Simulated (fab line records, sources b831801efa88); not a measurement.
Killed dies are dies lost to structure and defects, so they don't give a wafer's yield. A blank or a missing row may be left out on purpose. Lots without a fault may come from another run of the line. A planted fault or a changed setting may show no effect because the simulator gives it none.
Chamber matching | flow gf180mcu | GF_V5_CVD_02 on pecvd-01: 3 sister chambers
The step deposits SiO2 from TEOS, target thk 1450 nm, time 163.28 s. 3 wafers are shown with their chamber, then 8 later ones without.

WAFERS WITH THEIR CHAMBER
wafer  | chamber | heater_power_w (W)
L087.2 | 2       | 720
L087.6 | 1       | 649
L094.2 | 0       | 560

WAFERS WITHOUT THEIR CHAMBER
wafer  | heater_power_w (W)
L094.5 | 613
L094.6 | 547
L095.1 | 579
L095.3 | 704
L095.6 | 535
L096.3 | 487
L096.4 | 556
L096.6 | 671

WHICH CHAMBER EACH WENT THROUGH
wafer  | from the rows above     | in truth
L094.5 | can't be placed: 1 or 0 | 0
L094.6 | 0                       | 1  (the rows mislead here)
L095.1 | can't be placed: 0 or 1 | 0
L095.3 | can't be placed: 2 or 1 | 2
L095.6 | 0                       | 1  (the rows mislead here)
L096.3 | 0                       | 0
L096.4 | 0                       | 0
L096.6 | can't be placed: 1 or 2 | 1
Placed correctly: 2 of 8. Can't be placed from these rows: 4 (the true chamber is among the candidates in 4). Placed wrongly: 2.
How it was worked out, from the rows above alone: a wafer's distance from a chamber is the root of the sum, over the readings, of the square of ((its reading less the chamber's mean) divided by the reading's scatter). The wafer belongs to the nearest chamber; if the next one is less than 2 further off, it can't be placed. A chamber's mean is the mean of its shown wafers. The scatter: with one shown wafer a chamber, the root of the mean of the squares of how far each hidden wafer lies from its nearest shown one.
